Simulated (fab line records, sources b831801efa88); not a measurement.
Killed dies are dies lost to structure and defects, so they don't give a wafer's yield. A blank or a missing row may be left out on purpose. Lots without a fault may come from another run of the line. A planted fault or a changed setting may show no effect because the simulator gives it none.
A struck lot beside a sound one | flow sky130 | 16 steps out of a route of 708
Sound: wafers L502.1, L502.2, L502.6. Struck: wafers L491.1, L491.3, L491.4. The cause comes at the end.
At each step with rows: each side's tool, then ch and its chambers, then its first start. Under that, the readings that differ: sound wafers | struck wafers | difference of the means | sigmas: that difference in standard deviations of wafers without a fault.
alike: readings whose means differ by less than 2 such deviations, and words and numbers that are the same on both sides. not compared: withheld readings, readings that some wafer has no value for, bounds like >300 that may hide the same value, and numbers for which the record gives no deviation and whose values overlap.
The two part at a step that has a row with sigmas, a row that says differs or no value, or rows on one side only. Numbers that don't overlap but have no deviation are shown without sigmas and don't part them. A reading that every wafer of one side lacks parts them only if that side has two wafers or more.

first, 3 steps without rows for these wafers: SKY_SONOS_TUNNEL_EXPOSE_04 (exposes mask TUNM, target cd 410 nm); SKY_SONOS_TUNNEL_PEB_05; SKY_SONOS_TUNNEL_DEVELOP_06 (develop time 60 s).
SKY_SONOS_TUNNEL_CD_MEAS_07: target cd 410 nm.
  sound on cd_sem-02, day 18 04:07; struck on cd_sem-02, day 14 16:38
  alike: cd_nm
SKY_SONOS_TUNNEL_OVL_MEAS_08:
  sound on overlay-02, day 18 04:14; struck on overlay-02, day 14 16:45
  alike: SONOS_TUNNEL_OVL
then, 3 steps without rows for these wafers: SKY_SONOS_TUNNEL_IMPLANT_09; SKY_SONOS_TUNNEL_WET_ETCH_10 (etches SiO2 in dHF, target depth 14 nm, time 280 s); SKY_SONOS_TUNNEL_STRIP_11 (strips in SPM, time 600 s).
SKY_SONOS_TUNNEL_TW_MEAS_12:
  sound on film_metro-04, day 18 04:46; struck on film_metro-03, day 14 17:14
  alike: SONOS_TUNNEL_TW
then, 2 steps without rows for these wafers: SKY_SONOS_TUNNEL_CLEAN_13 (cleans in dHF, time 20 s); SKY_SONOS_ONO_OXIDATION_00 (stabilise 600 s, purge 300 s, target thk 2.6 nm).
SKY_SONOS_ONO_THK_MEAS_01:
  sound on film_metro-01, day 18 06:20; struck on film_metro-04, day 14 18:39
  alike: SONOS_ONO_OXIDATION_THK
SKY_SONOS_ONO_CVD_02: deposits Si3N4 from DCS/NH3, target thk 10.5 nm, time 180 s.
  sound on lpcvd-02 ch 0, day 18 06:43; struck on lpcvd-02 ch 1, day 14 19:35
  reading                                     | sound             | struck            | difference | sigmas
  spike_tc_bottom_C (C)                       | 781 781 781       | 806 805 805       | +24        | +6
  spike_tc_centre_C (C)                       | 771.6 771.1 770.5 | 784.6 783.6 784.6 | +13.2      | +11
  spike_tc_lower_C (C)                        | 766.7 768.9 766.4 | 785.1 786.4 786.1 | +18.5      | +13
  spike_tc_top_C (C)                          | 780.6 780.0 782.3 | 796.2 796.7 797.4 | +15.8      | +14
  spike_tc_upper_C (C)                        | 769.2 768.5 769.6 | 786.9 788.5 787.2 | +18.4      | +12
  susceptor_temp_C (C)                        | 770.6 770.5 771.0 | 784.7 785.5 785.4 | +14.5      | +38
  zone_power_lower_pct (%)                    | 14.06 13.86 14.15 | 14.62 14.58 14.64 | +0.59      | +3
  zone_power_top_pct (%)                      | 24.4 24.9 24.4    | 27.2 27.4 27.0    | +2.6       | +3
  zone_power_upper_pct (%)                    | 11.92 11.69 11.93 | 12.36 12.43 12.36 | +0.54      | +4
  model.Si3N4_of_SONOS_ONO_CVD_02.thk_nm (nm) | 10.38 10.23 10.23 | 13.98 13.89 14.04 | +3.69      |
SKY_SONOS_ONO_THK_MEAS_03:
  sound on film_metro-04, day 18 07:46; struck on film_metro-02, day 14 20:38
  reading                   | sound             | struck            | difference | sigmas
  SONOS_ONO_CVD_02_THK (nm) | 10.36 10.19 10.25 | 13.96 13.86 14.02 | +3.68      | +31
then, 1 step without rows for these wafers: SKY_SONOS_ONO_CVD_04 (deposits SiO2 from SiH4/N2O, target thk 5.7199 nm).
-- the record jumps here: 33 days lie between the struck wafers' starts before and after (it left off in module SONOS_ONO and takes up again in module PAD_OPEN, whose first step shown is number 708 of the route) --
SKY_PAD_OPEN_PROBE_99:
  sound on prober-02, day 50 10:58; struck on prober-01, day 48 08:24
  reading                              | sound           | struck            | difference | sigmas
  model.etest.sonos_erased.drive_ua_um | 163.6 161.1 192 | 78.86 101.2 81.62 | -85.01     |
  alike: killed_at_M0_to_M3, killed_at_M4_up, killed_at_contacts, killed_at_front_end, killed_at_other, killed_dies, killed_open, killed_short
  not compared: model.etest.nfet_16v.r_on_ohm_um, model.etest.pfet_16v.r_on_ohm_um, model.etest.pfet_g5v0d10v5.r_on_ohm_um, model.etest.nfet_g5v0d10v5.r_on_ohm_um, model.etest.nfet_g5v0d10v5.drive_ua_um, model.etest.tip_sonos.rs_ohm_sq, model.etest.nfet_05v0_nvt.drive_ua_um

WHERE THEY PART
First at SKY_SONOS_ONO_CVD_02; last, within this record, at SKY_SONOS_ONO_THK_MEAS_03. Later steps at which nothing parts them and some readings are alike: SKY_PAD_OPEN_PROBE_99.

WHY: what the simulator had put in
Process parameter drift: lpcvd-02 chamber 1, from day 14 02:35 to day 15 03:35, at SKY_SONOS_ONO_CVD_02. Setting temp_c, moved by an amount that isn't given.
